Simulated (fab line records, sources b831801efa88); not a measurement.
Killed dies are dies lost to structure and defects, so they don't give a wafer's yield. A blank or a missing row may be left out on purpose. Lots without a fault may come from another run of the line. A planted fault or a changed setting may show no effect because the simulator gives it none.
Split-lot experiment | flow sfq_line | 4 lots, 10 wafers read, on a route of 325 steps

THE SPLIT
At SFQ_TRILAYER_M3_LITHO_COAT_080 (resist thk 62 nm), the setting spin_rpm was moved away from the recipe's 3000 rpm on 4 of the 10 wafers read, by -2.5% to +4.7%. The other wafers ran this setting at the recipe's value.

The file shows no step between the split and the reading.

THE READING
etch.depth_nm (the simulator's own value, which no gauge read), in nm, at SFQ_TRILAYER_M3_BARC_OPEN_METAL_ETCH_100 (etches BARC in O2, target depth 125 nm, time 41.7 s). The file gives no usual value for it. The 6 wafers here that ran the recipe average 61.90 nm, standard deviation 0.16 nm.

wafer  | tool, chamber at the split | spin_rpm as run, rpm | against the recipe | etch.depth_nm, nm | against lot-mates on the recipe
L078.4 | litho_track-01, 0          | 3000                 | recipe             | 61.96             | -
L078.5 | litho_track-01, 0          | 3000                 | recipe             | 62.02             | -
L078.6 | litho_track-01, 0          | 3000                 | recipe             | 62.06             | -
L079.3 | litho_track-03, 0          | 3000                 | recipe             | 61.75             | -
L079.4 | litho_track-03, 0          | 2926                 | -2.5%              | 62.64             | +0.89
L079.6 | litho_track-03, 0          | 2926                 | -2.5%              | 62.53             | +0.78
L080.2 | litho_track-04, 0          | 3000                 | recipe             | 61.96             | -
L080.4 | litho_track-04, 0          | 3140                 | +4.7%              | 60.37             | -1.59
L080.6 | litho_track-04, 0          | 3140                 | +4.7%              | 60.37             | -1.59
L084.2 | litho_track-03, 0          | 3000                 | recipe             | 61.62             | -

THE FIT
A straight line over all 10 wafers: etch.depth_nm changes by -0.314 nm for each +1% of spin_rpm; r = -0.98; the points scatter about the line by 0.14 nm.
The same after taking each lot's own level away (the mean of its wafers on the recipe; 10 wafers): -0.34 nm for each +1%; r = -1.00; scatter 0.037 nm.
On that fit, the largest move of spin_rpm shifts the reading by 1.6 nm.
The lots' own levels span 61.620 to 62.013 nm, that is 2.5 times the standard deviation above.
So the lot-to-lot level changes the slope little: the two slopes agree.
Check: with one of the wafers moved furthest among these (+4.7%) left out of the fit, the line predicts -1.59 nm for it against its lot-mates. It came out at -1.59 nm against them.

OTHER SPLITS ON THESE WAFERS
These wafers also went through other splits before the reading. Each is held against what the fit with the lots' levels taken away leaves over:
other split on the same wafers                   | wafers away from the commonest value | r with etch.depth_nm (lot level and that fit taken away)
SFQ_TRILAYER_I2_VIA_LITHO_COAT_067 resist_thk_nm | 4                                    | -0.33

THE WHOLE CHAIN: every reading that the file lists as answering this split, in the file's order
step                                     | what it does                                        | reading                                                                                    | change (the file's fit)               | r (the file's)
SFQ_TRILAYER_M3_LITHO_COAT_080           | resist thk 62 nm                                    | BARC_of_TRILAYER_M3_LITHO_COAT_080.thk_nm (the simulator's own value, which no gauge read) | -0.314 nm for each +1% of the setting | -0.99
SFQ_TRILAYER_M3_BARC_OPEN_METAL_ETCH_100 | etches BARC in O2, target depth 125 nm, time 41.7 s | etch.depth_nm (the simulator's own value, which no gauge read)                             | -0.339 nm for each +1% of the setting | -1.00

THE FILE'S OWN FIT
etch.depth_nm changes by -0.339 nm for each +1% of spin_rpm, r = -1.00.
